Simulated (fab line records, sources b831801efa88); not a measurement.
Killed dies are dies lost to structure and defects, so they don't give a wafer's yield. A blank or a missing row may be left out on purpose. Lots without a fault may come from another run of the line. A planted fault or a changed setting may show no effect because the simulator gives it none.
fab line records | flow gf180mcu
record lots=5 wafers=23
route steps=602 shown STI@2 NWELL@46 MVPSD@81 VT_IMPLANT@98 HV_LDD@178
start_h: hours from the record's first day to the start of the lot's first wafer shown | wait_h: hours since the lot's step before | " the same as in the row above | L1.1+2: a row that stands for several wafers | - no value, or no start given | * or withheld: withheld | < > ~ a bound
route shown NAME@n: a module of which the file shows steps, and the number in the route of the first | usual: mean/standard deviation of fault-free wafers | same: alike in all rows | chamber/n: place in a boat | sites: the reading at each site | _std_site: their standard deviation | _edge_site: outer sites' mean less inner sites' | radius_mm: how far each site lies from the wafer's centre | mask NAME#n: copy n | behind: the tool/chamber that last shaped the wafer | hold: why the lot was held/for how many hours/how that ended | device: the transistor (n, p or np) that didn't switch | end of line: the same wafers' tests at the end of the route | a step without rows: its recipe alone | killed: dies lost to structure and defects at the first sort, not the wafer's yield | map: a wafer's dies, x killed, . not, _ none there
set.NAME: the setting as run; set.NAME@STEP: as run at that earlier step | model.NAME: the simulator's own value behind a step, which no gauge read
lots whose settings were changed on purpose; a table a step, a row a wafer
## steps
# step GF_STI_OXIDATION_01
# recipe temp_c=900 ambient=O2 stabilise_s=600 purge_s=300 target_thk_a=100 ox_time_s=1418
# columns lot.wafer tool chamber start_h wait_h set.temp_c model.SiO2_of_STI_OXIDATION_01.thk_nm
L074.1 furnace-02 0 10.12 0.1 900 10.09
L074.2 " 0 " " 900 10.16
L074.3 " 0 " " 900 10.26
L078.1 - - - 0.1 900 10.06
L078.2 " - " " 900 9.889
L078.3 " - " " 900 10.09
L078.4 " - " " 900 9.882
L078.6 " - " " 900 10.01
L081.1 - - - 0.7 876.3 7.922
L081.3 " - " " 876.3 8.022
L081.4 " - " " 876.3 7.847
L081.5 " - " " 876.3 8.018
L081.6 " - " " 876.3 7.89
L082.1 - - - 1.2 924.6 12.85
L082.3 " - " " 924.6 12.87
L082.4 " - " " 924.6 12.96
L082.5 " - " " 924.6 12.78
L082.6 " - " " 924.6 12.88
L085.1 - - - 0.3 907.1 10.88
L085.2 " - " " 907.1 10.89
L085.3 " - " " 907.1 10.97
L085.4 " - " " 907.1 10.82
L085.6 " - " " 907.1 10.86
# step GF_STI_THK_MEAS_02
# recipe reads=SiO2_of_STI_OXIDATION_01
# usual STI_OXIDATION_THK=10.08/0.14
# columns lot.wafer tool chamber start_h wait_h set.temp_c@STI_OXIDATION_01 STI_OXIDATION_THK[nm]
L074.1 film_metro-01 - 11.51 0.0 900 10.11
L074.2 " - " " 900 10.17
L074.3 " - " " 900 10.27
L078.1 film_metro-04 - - - 900 10.09
L078.2 " - " " 900 9.87
L078.3 " - " " 900 10.05
L078.4 " - " " 900 9.90
L078.6 " - " " 900 10.00
L081.1 film_metro-04 - - - 876.3 7.91
L081.3 " - " " 876.3 7.99
L081.4 " - " " 876.3 7.86
L081.5 " - " " 876.3 8.01
L081.6 " - " " 876.3 7.92
L082.1 film_metro-01 - - - 924.6 12.88
L082.3 " - " " 924.6 12.91
L082.4 " - " " 924.6 13.00
L082.5 " - " " 924.6 12.82
L082.6 " - " " 924.6 12.91
L085.1 film_metro-01 - - - 907.1 10.88
L085.2 " - " " 907.1 10.88
L085.3 " - " " 907.1 10.91
L085.4 " - " " 907.1 10.80
L085.6 " - " " 907.1 10.86
# step GF_NWELL_EXPOSE_04
# recipe mask_id=Nwell target_cd_nm=860 na=0.6 source_shape=conventional sigma_outer=0.6 dose_mj=260
# columns lot.wafer tool chamber start_h wait_h mask set.dose_mj
L074.1+2+3 iline_stepper-02 0 - - Nwell#0 260
L078.1+4+6 iline_stepper-01 0 - - Nwell#0 260
L078.2+3 " 0 " " Nwell#0 278.5
L081.1+3+5 iline_stepper-01 0 - - Nwell#0 260
L081.4+6 " 0 " " Nwell#0 267
L082.1+4+5 iline_stepper-01 0 - - Nwell#0 260
L082.3+6 " 0 " " Nwell#0 270.9
L085.1+2+3+4+6 iline_stepper-02 0 - - Nwell#0 260
# step GF_NWELL_PEB_05
# recipe temp_c=115 time_s=withheld
# step GF_NWELL_DEVELOP_06
# recipe wall_angle_deg=90 develop_time_s=57.96 dev_temp_c=23
# columns lot.wafer tool chamber start_h wait_h set.dose_mj@NWELL_EXPOSE_04 model.NWELL.cd_nm
L074.1 litho_track-03 0 - - 260 848.5
L074.2 " 0 " " 260 846.2
L074.3 " 0 " " 260 846.6
L078.1 litho_track-03 0 - - 260 843.1
L078.2 " 0 " " 278.5 863.6
L078.3 " 0 " " 278.5 862.8
L078.4 " 0 " " 260 843.7
L078.6 " 0 " " 260 842.5
L081.1 litho_track-02 0 - - 260 843.5
L081.3 " 0 " " 260 843.3
L081.4 " 0 " " 267 851.7
L081.5 " 0 " " 260 845
L081.6 " 0 " " 267 852.3
L082.1 litho_track-02 0 - - 260 846.2
L082.3 " 0 " " 270.9 858.5
L082.4 " 0 " " 260 846.7
L082.5 " 0 " " 260 847
L082.6 " 0 " " 270.9 857.9
L085.1 litho_track-01 0 - - 260 854
L085.2 " 0 " " 260 851.8
L085.3 " 0 " " 260 855.7
L085.4 " 0 " " 260 856.3
L085.6 " 0 " " 260 851.6
# step GF_NWELL_IMPLANT_09
# recipe species=P energy_kev=160 dose_cm2=4e+12 tilt_deg=0
# columns lot.wafer tool chamber start_h wait_h set.energy_kev model.implant.rp_nm model.implant.drp_nm
L074.1+2+3 implanter-02 0 54.73 0.1 160 203.9 65.9
L078.1+4 implanter-02 0 78.03 0.1 168.3 208.1 68.39
L078.2+3+6 " 0 " " 160 197.6 65.9
L081.1+4 implanter-02 0 93.59 0.1 160 196.8 65.9
L081.3+5+6 " 0 " " 171.2 211 69.26
L082.1+3+4+5+6 implanter-03 0 99.04 0.1 160 195.5 65.9
L085.1+2+3+4+6 implanter-04 0 120.33 0.1 160 197.7 65.9
# step GF_MVPSD_SOFTBAKE_03
# recipe temp_c=110 time_s=withheld
# columns lot.wafer tool chamber start_h wait_h set.temp_c
L074.1+2+3 litho_track-04 0 88.18 0.1 110
L078.1+2+3+4+6 litho_track-04 0 112.48 0.1 110
L081.1+3+4 litho_track-03 0 129.79 0.1 110
L081.5+6 " 0 " " 111.7
L082.1+3+6 litho_track-04 0 135.23 0.1 113
L082.4+5 " 0 " " 110
L085.1+3+6 litho_track-02 0 159.36 0.1 110
L085.2+4 " 0 " " 113.3
# step GF_MVPSD_IMPLANT_09
# recipe species=B energy_kev=40 dose_cm2=5e+12 tilt_deg=0
# columns lot.wafer tool chamber start_h wait_h set.dose_cm2
L074.1+2+3 implanter-04 0 95.24 0.1 5e+12
L078.1+3+4 implanter-03 0 119.61 0.1 4.847e+12
L078.2+6 " 0 " " 5e+12
L081.1+3+4+5+6 implanter-01 0 137.04 0.1 5e+12
L082.1+4 implanter-01 0 143.23 0.1 5.104e+12
L082.3+5+6 " 0 " " 5e+12
L085.1+4+6 implanter-01 0 167.17 0.1 5e+12
L085.2+3 " 0 " " 5.103e+12
# step GF_MVPSD_STRIP_10
# recipe chemistry=O2/N2 power_w=1400 pressure_mtorr=1500 platen_temp_c=250 o2_flow_sccm=3000 n2_flow_sccm=300 overash_fraction=0.5
# usual strip_time_to_endpoint_s=36.93/0.091
# columns lot.wafer tool chamber start_h wait_h set.temp_c@MVPSD_SOFTBAKE_03 strip_time_to_endpoint_s
L074.1 plasma_asher-03 0 95.39 0.1 110 36.90
L074.2 " 1 " " 110 36.92
L074.3 " 0 " " 110 36.92
L078.1 plasma_asher-03 0 119.76 0.1 110 37.03
L078.2 " 1 " " 110 36.93
L078.3 " 0 " " 110 36.86
L078.4 " 1 " " 110 36.93
L078.6 " 1 " " 110 37.02
L081.1 plasma_asher-02 1 137.19 0.1 110 37.00
L081.3 " 1 " " 110 37.09
L081.4 " 0 " " 110 37.03
L081.5 " 1 " " 111.7 36.92
L081.6 " 0 " " 111.7 36.91
L082.1 plasma_asher-02 1 143.38 0.1 113 36.62
L082.3 " 0 " " 113 36.65
L082.4 " 1 " " 110 36.94
L082.5 " 0 " " 110 36.76
L082.6 " 1 " " 113 36.56
L085.1 plasma_asher-02 1 167.32 0.1 110 36.84
L085.2 " 0 " " 113.3 36.63
L085.3 " 1 " " 110 36.88
L085.4 " 0 " " 113.3 36.60
L085.6 " 0 " " 110 36.88
# step GF_VT_IMPLANT_IMPLANT_08
# recipe species=BF2 energy_kev=20 dose_cm2=8.29e+12 tilt_deg=7
# columns lot.wafer tool chamber start_h wait_h set.energy_kev model.implant.rp_nm model.implant.drp_nm
L074.1+2+3 implanter-04 0 109.63 0.0 20 16.93 9.752
L078.1+4+6 implanter-02 0 134.78 0.0 21.46 18.01 10.25
L078.2+3 " 0 " " 20 17.04 9.752
L081.1+4+6 implanter-02 0 153.23 0.0 21.43 17.96 10.24
L081.3+5 " 0 " " 20 17.02 9.752
L082.1+3+4+5+6 implanter-02 0 158.94 0.0 20 18.5 9.752
L085.1+4 implanter-03 0 183.97 0.0 20 17.54 9.752
L085.2+3+6 " 0 " " 21.02 18.24 10.1
# step GF_VT_IMPLANT_SOFTBAKE_14
# recipe temp_c=90 time_s=60 resist=NOVOLAK
# columns lot.wafer tool chamber start_h wait_h set.temp_c
L074.1+2+3 litho_track-02 0 116.71 0.1 90
L078.1+2+3 litho_track-02 0 143.01 0.1 91.89
L078.4+6 " 0 " " 90
L081.1+6 litho_track-01 0 161.24 0.1 87.41
L081.3+4+5 " 0 " " 90
L082.1+4+6 litho_track-01 0 166.64 0.1 90
L082.3+5 " 0 " " 93.4
L085.1+6 litho_track-03 0 192.94 0.1 90
L085.2+3+4 " 0 " " 93.52
# step GF_VT_IMPLANT_IMPLANT_19
# recipe species=As energy_kev=100 dose_cm2=4.35e+12 tilt_deg=7
# columns lot.wafer tool chamber start_h wait_h set.tilt_deg
L074.1+2+3 implanter-04 0 123.63 0.0 7
L078.1+3+6 implanter-04 0 150.48 0.0 7.768
L078.2+4 " 0 " " 7
L081.1+3+4+5+6 implanter-03 0 169.33 0.0 7
L082.1+3+5 implanter-02 0 175.23 0.0 5.811
L082.4+6 " 0 " " 7
L085.1+2+3+4+6 implanter-03 0 201.24 0.0 7
# step GF_VT_IMPLANT_STRIP_20
# recipe chemistry=O2/N2 power_w=1400 pressure_mtorr=1500 platen_temp_c=250 o2_flow_sccm=3000 n2_flow_sccm=300 overash_fraction=0.5
# usual strip_time_to_endpoint_s=12.63/0.034
# columns lot.wafer tool chamber start_h wait_h set.temp_c@VT_IMPLANT_SOFTBAKE_14 strip_time_to_endpoint_s
L074.1 plasma_asher-04 1 123.78 0.1 90 12.62
L074.2 " 0 " " 90 12.67
L074.3 " 0 " " 90 12.66
L078.1 plasma_asher-04 0 150.63 0.1 91.89 12.56
L078.2 " 1 " " 91.89 12.53
L078.3 " 0 " " 91.89 12.57
L078.4 " 1 " " 90 12.60
L078.6 " 0 " " 90 12.62
L081.1 plasma_asher-01 1 169.48 0.1 87.41 12.63
L081.3 " 1 " " 90 12.59
L081.4 " 0 " " 90 12.59
L081.5 " 0 " " 90 12.60
L081.6 " 1 " " 87.41 12.66
L082.1 plasma_asher-04 0 175.38 0.1 90 12.61
L082.3 " 0 " " 93.4 12.52
L082.4 " 1 " " 90 12.66
L082.5 " 1 " " 93.4 12.53
L082.6 " 0 " " 90 12.64
L085.1 plasma_asher-02 0 201.39 0.1 90 12.66
L085.2 " 1 " " 93.52 12.51
L085.3 " 0 " " 93.52 12.55
L085.4 " 1 " " 93.52 12.53
L085.6 " 0 " " 90 12.59
# step GF_VT_IMPLANT_SOFTBAKE_36
# recipe temp_c=90 time_s=60 resist=NOVOLAK
# columns lot.wafer tool chamber start_h wait_h set.temp_c
L074.1+2+3 litho_track-02 0 146.96 0.1 90
L078.1+2+4 litho_track-02 0 174.81 0.1 87.8
L078.3+6 " 0 " " 90
L081.1+3+6 litho_track-03 0 194.79 0.1 92.63
L081.4+5 " 0 " " 90
L082.1+5+6 litho_track-01 0 200.09 0.1 87.04
L082.3+4 " 0 " " 90
L085.1+3+4 litho_track-01 0 227.59 0.1 90
L085.2+6 " 0 " " 88
# step GF_VT_IMPLANT_IMPLANT_41
# recipe species=As energy_kev=70 dose_cm2=1.013e+12 tilt_deg=7
# columns lot.wafer tool chamber start_h wait_h set.energy_kev
L074.1+2+3 implanter-02 0 154.73 0.0 70
L078.1+2+3+4+6 implanter-03 0 183.14 0.0 70
L081.1+5 implanter-04 0 202.97 0.0 70
L081.3+4+6 " 0 " " 73.82
L082.1+4+5 implanter-02 0 208.43 0.0 71.07
L082.3+6 " 0 " " 70
L085.1+2 implanter-02 0 236.69 0.0 72.34
L085.3+4+6 " 0 " " 70
# step GF_VT_IMPLANT_STRIP_42
# recipe chemistry=O2/N2 power_w=1400 pressure_mtorr=1500 platen_temp_c=250 o2_flow_sccm=3000 n2_flow_sccm=300 overash_fraction=0.5
# usual strip_time_to_endpoint_s=12.62/0.031
# columns lot.wafer tool chamber start_h wait_h set.temp_c@VT_IMPLANT_SOFTBAKE_36 strip_time_to_endpoint_s
L074.1 plasma_asher-01 0 154.88 0.1 90 12.63
L074.2 " 1 " " 90 12.64
L074.3 " 1 " " 90 12.65
L078.1 plasma_asher-04 0 183.29 0.1 87.8 12.67
L078.2 " 1 " " 87.8 12.65
L078.3 " 1 " " 90 12.58
L078.4 " 0 " " 87.8 12.68
L078.6 " 0 " " 90 12.58
L081.1 plasma_asher-02 1 203.12 0.1 92.63 12.55
L081.3 " 0 " " 92.63 12.57
L081.4 " 1 " " 90 12.62
L081.5 " 1 " " 90 12.66
L081.6 " 0 " " 92.63 12.52
L082.1 plasma_asher-02 1 208.58 0.1 87.04 12.73
L082.3 " 0 " " 90 12.64
L082.4 " 1 " " 90 12.60
L082.5 " 1 " " 87.04 12.77
L082.6 " 0 " " 87.04 12.70
L085.1 plasma_asher-01 1 236.84 0.1 90 12.60
L085.2 " 0 " " 88 12.68
L085.3 " 1 " " 90 12.62
L085.4 " 0 " " 90 12.66
L085.6 " 0 " " 88 12.67
# step GF_HV_LDD_COAT_02
# recipe resist=NOVOLAK spin_rpm=3000 resist_thk_nm=1000
# columns lot.wafer tool chamber start_h wait_h set.resist_thk_nm model.NOVOLAK_of_HV_LDD_COAT_02.thk_nm
L074.1 litho_track-02 0 206.05 0.1 1000 995.6
L074.2 " 0 " " 1000 998.3
L074.3 " 0 " " 1000 998
L078.1 litho_track-03 0 234.69 0.1 1022 1022
L078.2 " 0 " " 1000 1002
L078.3 " 0 " " 1022 1023
L078.4 " 0 " " 1000 998.8
L078.6 " 0 " " 1022 1021
L081.1+4 litho_track-02 0 256.85 0.1 1000 1000
L081.3 " 0 " " 970.5 969.5
L081.5 " 0 " " 1000 1001
L081.6 " 0 " " 970.5 973.4
L082.1 litho_track-02 0 259.65 0.1 1000 995.8
L082.3 " 0 " " 1000 997.4
L082.4 " 0 " " 1000 992.9
L082.5 " 0 " " 1000 994.5
L082.6 " 0 " " 1000 997.6
L085.1 litho_track-04 0 293.77 0.1 1058 1056
L085.2+3 " 0 " " 1058 1058
L085.4 " 0 " " 1000 998.4
L085.6 " 0 " " 1000 1002
# step GF_HV_LDD_DEVELOP_06
# recipe develop_time_s=60 dev_temp_c=23
# columns lot.wafer tool chamber start_h wait_h set.dev_temp_c
L074.1+2+3 litho_track-02 0 214.85 0.1 23
L078.1+2+3 litho_track-04 0 243.47 0.1 19.71
L078.4+6 " 0 " " 23
L081.1+3+4+5+6 litho_track-03 0 266.44 0.1 23
L082.1+3+6 litho_track-03 0 269.54 0.1 23
L082.4+5 " 0 " " 19.69
L085.1+4 litho_track-04 0 303.62 0.1 23
L085.2+3+6 " 0 " " 25.28
# step GF_HV_LDD_CD_MEAS_07
# recipe target_cd_nm=400
# usual cd_nm=399.8/2.4
# columns lot.wafer tool chamber start_h wait_h set.dev_temp_c@HV_LDD_DEVELOP_06 cd_nm
L074.1 cd_sem-01 - 215.00 0.1 23 396.1
L074.2 " - " " 23 394.8
L074.3 " - " " 23 395.1
L078.1 cd_sem-02 - 243.62 0.1 19.71 409.5
L078.2 " - " " 19.71 411.6
L078.3 " - " " 19.71 410.1
L078.4 " - " " 23 400.3
L078.6 " - " " 23 398.8
L081.1 cd_sem-01 - 266.59 0.1 23 400.0
L081.3 " - " " 23 402.1
L081.4 " - " " 23 400.7
L081.5 " - " " 23 402.0
L081.6 " - " " 23 403.8
L082.1 cd_sem-01 - 269.69 0.1 23 399.1
L082.3 " - " " 23 396.9
L082.4 " - " " 19.69 408.3
L082.5 " - " " 19.69 407.1
L082.6 " - " " 23 395.4
L085.1 cd_sem-02 - 303.77 0.1 23 396.7
L085.2 " - " " 25.28 386.3
L085.3 " - " " 25.28 388.2
L085.4 " - " " 23 400.4
L085.6 " - " " 25.28 392.9
# step GF_HV_LDD_IMPLANT_09
# recipe species=As energy_kev=40 dose_cm2=9.628e+13 tilt_deg=7
# step GF_HV_LDD_STRIP_10
# recipe chemistry=O2/N2 power_w=1400 pressure_mtorr=1500 platen_temp_c=250 o2_flow_sccm=3000 n2_flow_sccm=300 overash_fraction=0.5
# usual strip_time_to_endpoint_s=12.62/0.034
# columns lot.wafer tool chamber start_h wait_h set.resist_thk_nm@HV_LDD_COAT_02 strip_time_to_endpoint_s
L074.1 plasma_asher-03 1 215.31 0.1 1000 12.57
L074.2 " 0 " " 1000 12.62
L074.3 " 1 " " 1000 12.59
L078.1 plasma_asher-01 0 243.93 0.1 1022 12.80
L078.2 " 1 " " 1000 12.63
L078.3 " 1 " " 1022 12.83
L078.4 " 0 " " 1000 12.60
L078.6 " 0 " " 1022 12.80
L081.1 plasma_asher-03 1 266.89 0.1 1000 12.63
L081.3 " 0 " " 970.5 12.29
L081.4 " 1 " " 1000 12.63
L081.5 " 0 " " 1000 12.64
L081.6 " 1 " " 970.5 12.33
L082.1 plasma_asher-01 1 269.99 0.1 1000 12.56
L082.3 " 1 " " 1000 12.59
L082.4 " 0 " " 1000 12.55
L082.5 " 1 " " 1000 12.56
L082.6 " 0 " " 1000 12.61
L085.1 plasma_asher-03 1 304.08 0.1 1058 13.20
L085.2 " 0 " " 1058 13.22
L085.3 " 0 " " 1058 13.21
L085.4 " 1 " " 1000 12.61
L085.6 " 0 " " 1000 12.66
# step GF_HV_LDD_COAT_14
# recipe resist=NOVOLAK spin_rpm=3000 resist_thk_nm=1000
# columns lot.wafer tool chamber start_h wait_h set.resist_thk_nm model.NOVOLAK_of_HV_LDD_COAT_14.thk_nm
L074.1 litho_track-03 0 224.19 0.1 1000 1001
L074.2 " 0 " " 1000 1003
L074.3 " 0 " " 1000 997.2
L078.1 litho_track-04 0 253.52 0.1 1000 999.2
L078.2 " 0 " " 944.4 942.2
L078.3 " 0 " " 944.4 942.5
L078.4 " 0 " " 1000 998.5
L078.6 " 0 " " 944.4 944.1
L081.1 litho_track-04 0 276.47 0.1 1000 1001
L081.3 " 0 " " 1039 1038
L081.4 " 0 " " 1000 998.4
L081.5 " 0 " " 1039 1039
L081.6 " 0 " " 1000 998.8
L082.1 litho_track-04 0 279.32 0.1 1000 997.9
L082.3 " 0 " " 1040 1036
L082.4 " 0 " " 1040 1039
L082.5 " 0 " " 1000 998
L082.6 " 0 " " 1040 1034
L085.1 litho_track-04 0 314.52 0.1 1000 996.4
L085.2 " 0 " " 1000 997.6
L085.3 " 0 " " 1000 999.7
L085.4 " 0 " " 1000 1001
L085.6 " 0 " " 1000 998.2
# step GF_HV_LDD_SOFTBAKE_15
# recipe temp_c=90 time_s=60 resist=NOVOLAK
# step GF_HV_LDD_EXPOSE_16
# recipe mask_id=Pplus_LV_AREA target_cd_nm=400 na=0.6 source_shape=conventional sigma_outer=0.6 dose_mj=140
# step GF_HV_LDD_IMPLANT_21
# recipe species=BF2 energy_kev=25 dose_cm2=5e+13 tilt_deg=7
# step GF_HV_LDD_STRIP_22
# recipe chemistry=O2/N2 power_w=1400 pressure_mtorr=1500 platen_temp_c=250 o2_flow_sccm=3000 n2_flow_sccm=300 overash_fraction=0.5
# usual strip_time_to_endpoint_s=12.61/0.031
# columns lot.wafer tool chamber start_h wait_h set.resist_thk_nm@HV_LDD_COAT_14 strip_time_to_endpoint_s
L074.1 plasma_asher-01 1 234.13 0.1 1000 12.64
L074.2 " 0 " " 1000 12.66
L074.3 " 0 " " 1000 12.60
L078.1 plasma_asher-02 0 263.09 0.1 1000 12.61
L078.2 " 1 " " 944.4 11.96
L078.3 " 1 " " 944.4 11.95
L078.4 " 0 " " 1000 12.61
L078.6 " 0 " " 944.4 11.99
L081.1 plasma_asher-02 1 286.03 0.1 1000 12.64
L081.3 " 0 " " 1039 12.99
L081.4 " 1 " " 1000 12.61
L081.5 " 0 " " 1039 13.02
L081.6 " 1 " " 1000 12.61
L082.1 plasma_asher-01 0 290.01 0.1 1000 12.59
L082.3 " 1 " " 1040 12.98
L082.4 " 0 " " 1040 13.01
L082.5 " 0 " " 1000 12.60
L082.6 " 1 " " 1040 12.95
L085.1 plasma_asher-02 1 325.78 0.1 1000 12.60
L085.2 " 0 " " 1000 12.59
L085.3 " 0 " " 1000 12.62
L085.4 " 1 " " 1000 12.63
L085.6 " 1 " " 1000 12.60
## key
split step=GF_STI_OXIDATION_01 setting=temp_c stated=900 by=lot
response step=GF_STI_OXIDATION_01 reading=model.SiO2_of_STI_OXIDATION_01.thk_nm change=+0.917 per=1% r=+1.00
response step=GF_STI_THK_MEAS_02 reading=STI_OXIDATION_THK change=+0.922 per=1% r=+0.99
split step=GF_NWELL_EXPOSE_04 setting=dose_mj stated=260 by=wafer
response step=GF_NWELL_DEVELOP_06 reading=model.NWELL.cd_nm change=+2.82 per=1% r=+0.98
split step=GF_NWELL_IMPLANT_09 setting=energy_kev stated=160 by=wafer
response step=GF_NWELL_IMPLANT_09 reading=model.implant.rp_nm change=+2.03 per=1% r=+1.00
response step=GF_NWELL_IMPLANT_09 reading=model.implant.drp_nm change=+0.48 per=1% r=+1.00
split step=GF_MVPSD_SOFTBAKE_03 setting=temp_c stated=110 by=wafer
response step=GF_MVPSD_STRIP_10 reading=strip_time_to_endpoint_s change=* per=1% r=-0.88
split step=GF_MVPSD_IMPLANT_09 setting=dose_cm2 stated=5e+12 by=wafer
response none clear
split step=GF_VT_IMPLANT_IMPLANT_08 setting=energy_kev stated=20 by=wafer
response step=GF_VT_IMPLANT_IMPLANT_08 reading=model.implant.rp_nm change=+0.133 per=1% r=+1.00
response step=GF_VT_IMPLANT_IMPLANT_08 reading=model.implant.drp_nm change=+0.0678 per=1% r=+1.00
split step=GF_VT_IMPLANT_SOFTBAKE_14 setting=temp_c stated=90 by=wafer
response step=GF_VT_IMPLANT_STRIP_20 reading=strip_time_to_endpoint_s change=* per=1% r=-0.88
split step=GF_VT_IMPLANT_IMPLANT_19 setting=tilt_deg stated=7 by=wafer
response none clear
split step=GF_VT_IMPLANT_SOFTBAKE_36 setting=temp_c stated=90 by=wafer
response step=GF_VT_IMPLANT_STRIP_42 reading=strip_time_to_endpoint_s change=* per=1% r=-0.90
split step=GF_VT_IMPLANT_IMPLANT_41 setting=energy_kev stated=70 by=wafer
response none clear
split step=GF_HV_LDD_COAT_02 setting=resist_thk_nm stated=1000 by=wafer
response step=GF_HV_LDD_COAT_02 reading=model.NOVOLAK_of_HV_LDD_COAT_02.thk_nm change=+9.84 per=1% r=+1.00
response step=GF_HV_LDD_STRIP_10 reading=strip_time_to_endpoint_s change=* per=1% r=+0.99
split step=GF_HV_LDD_DEVELOP_06 setting=dev_temp_c stated=23 by=wafer
response step=GF_HV_LDD_CD_MEAS_07 reading=cd_nm change=-0.785 per=1% r=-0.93
split step=GF_HV_LDD_COAT_14 setting=resist_thk_nm stated=1000 by=wafer
response step=GF_HV_LDD_COAT_14 reading=model.NOVOLAK_of_HV_LDD_COAT_14.thk_nm change=+9.95 per=1% r=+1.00
response step=GF_HV_LDD_STRIP_22 reading=strip_time_to_endpoint_s change=* per=1% r=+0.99
